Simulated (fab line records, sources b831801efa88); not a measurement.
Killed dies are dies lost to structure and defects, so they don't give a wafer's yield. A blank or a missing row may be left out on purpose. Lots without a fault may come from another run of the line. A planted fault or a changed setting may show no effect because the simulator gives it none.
A struck lot beside a sound one | flow sky130 | 16 steps out of a route of 708
Sound: wafers L469.2, L469.4, L469.5. Struck: wafers L481.2, L481.3, L481.4. The cause comes at the end.
At each step with rows: each side's tool, then ch and its chambers, then its first start. Under that, the readings that differ: sound wafers | struck wafers | difference of the means | sigmas: that difference in standard deviations of wafers without a fault.
alike: readings whose means differ by less than 2 such deviations, and words and numbers that are the same on both sides. not compared: withheld readings, readings that some wafer has no value for, bounds like >300 that may hide the same value, and numbers for which the record gives no deviation and whose values overlap.
The two part at a step that has a row with sigmas, a row that says differs or no value, or rows on one side only. Numbers that don't overlap but have no deviation are shown without sigmas and don't part them. A reading that every wafer of one side lacks parts them only if that side has two wafers or more.

SKY_LDD_HVN_OVL_MEAS_07:
  sound on overlay-01, day 20 19:36; struck on overlay-01, day 25 10:03
  alike: LDD_HVN_OVL
then, 1 step without rows for these wafers: SKY_LDD_HVN_IMPLANT_08.
SKY_LDD_HVN_STRIP_09: strips in O2/N2.
  sound on plasma_asher-04 ch 0,1, day 20 19:47; struck on plasma_asher-04 ch 0,1, day 25 10:14
  alike: drypump_motor_current_A, oes_product_au, strip_time_to_endpoint_s
  not compared: rf_hours_counter_h
SKY_LDD_HVN_TW_MEAS_10:
  sound on film_metro-02, day 20 19:53; struck on film_metro-04, day 25 10:20
  alike: LDD_HVN_TW
then, 7 steps without rows for these wafers: SKY_LDD_HVP_DEHYDRATE_00 (time 60 s); SKY_LDD_HVP_HMDS_01 (prime time 60 s); SKY_LDD_HVP_COAT_02 (resist thk 300 nm); SKY_LDD_HVP_SOFTBAKE_03 (time 60 s); SKY_LDD_HVP_EXPOSE_04 (exposes mask HVPTM, target cd 700 nm); SKY_LDD_HVP_PEB_05; SKY_LDD_HVP_DEVELOP_06 (develop time 60 s).
SKY_LDD_HVP_OVL_MEAS_07:
  sound on overlay-02, day 22 03:05; struck on overlay-02, day 26 15:23
  reading          | sound       | struck         | difference | sigmas
  LDD_HVP_OVL (nm) | 1.8 1.2 1.4 | -1.1 -1.5 -1.6 | -2.9       | -2
SKY_LDD_HVP_IMPLANT_08:
  sound on implanter-01 ch 0, day 22 03:08; struck on implanter-02 ch 0, day 26 15:26
  reading            | sound                            | struck                           | difference  | sigmas
  dose_ions_cm2      | 1.6953e+13 1.6989e+13 1.6964e+13 | 2.4182e+13 2.4201e+13 2.4168e+13 | +7.2150e+12 | +99 or more
  faraday_current_uA | 100.0 98.1 95.0                  | 134.8 135.4 139.6                | +38.9       | +19
SKY_LDD_HVP_STRIP_09: strips in O2/N2.
  sound on plasma_asher-01 ch 0,1, day 22 03:16; struck on plasma_asher-01 ch 0,1, day 26 15:34
  alike: drypump_motor_current_A, oes_product_au, strip_time_to_endpoint_s
  not compared: rf_hours_counter_h
SKY_LDD_HVP_TW_MEAS_10:
  sound on film_metro-03, day 22 03:22; struck on film_metro-03, day 26 15:53
  reading    | sound             | struck            | difference | sigmas
  LDD_HVP_TW | 455.9 457.7 457.1 | 507.5 507.9 510.0 | +51.6      | +22
  not compared: hold
-- the record jumps here: 23 days lie between the struck wafers' starts before and after (it left off in module LDD_HVP and takes up again in module PAD_OPEN, whose first step shown is number 708 of the route) --
SKY_PAD_OPEN_PROBE_99:
  sound on prober-02, day 46 10:52; struck on prober-02, day 49 13:33
  reading                                   | sound                   | struck                  | difference | sigmas
  model.etest.tip_p_5v.rs_ohm_sq            | 2875 2859 2845          | 2214 2216 2214          | -645       |
  model.etest.pfet_g5v0d10v5.r_on_ohm_um    | 4852 4880 4834          | 4609 4639 4657          | -220       |
  model.etest.pfet_g5v0d10v5.drive_ua_um    | 333.6 330.8 332.1       | 354.3 352.3 348.3       | +19.5      |
  model.etest.pfet_g5v0d10v5.off_log10_a_um | -12.92 -12.98 -12.88    | -11.82 -11.82 -12.26    | +0.96      |
  model.etest.pfet_g5v0d10v5.vt_sat_v (V)   | -0.6713 -0.6657 -0.6619 | -0.5765 -0.5698 -0.6285 | +0.0747    |
  alike: killed_at_M0_to_M3, killed_at_M4_up, killed_at_contacts, killed_at_front_end, killed_at_other, killed_dies, killed_open, killed_short

WHERE THEY PART
First at SKY_LDD_HVP_OVL_MEAS_07; last, within this record, at SKY_LDD_HVP_TW_MEAS_10. Later steps at which nothing parts them and some readings are alike: SKY_PAD_OPEN_PROBE_99.

WHY: what the simulator had put in
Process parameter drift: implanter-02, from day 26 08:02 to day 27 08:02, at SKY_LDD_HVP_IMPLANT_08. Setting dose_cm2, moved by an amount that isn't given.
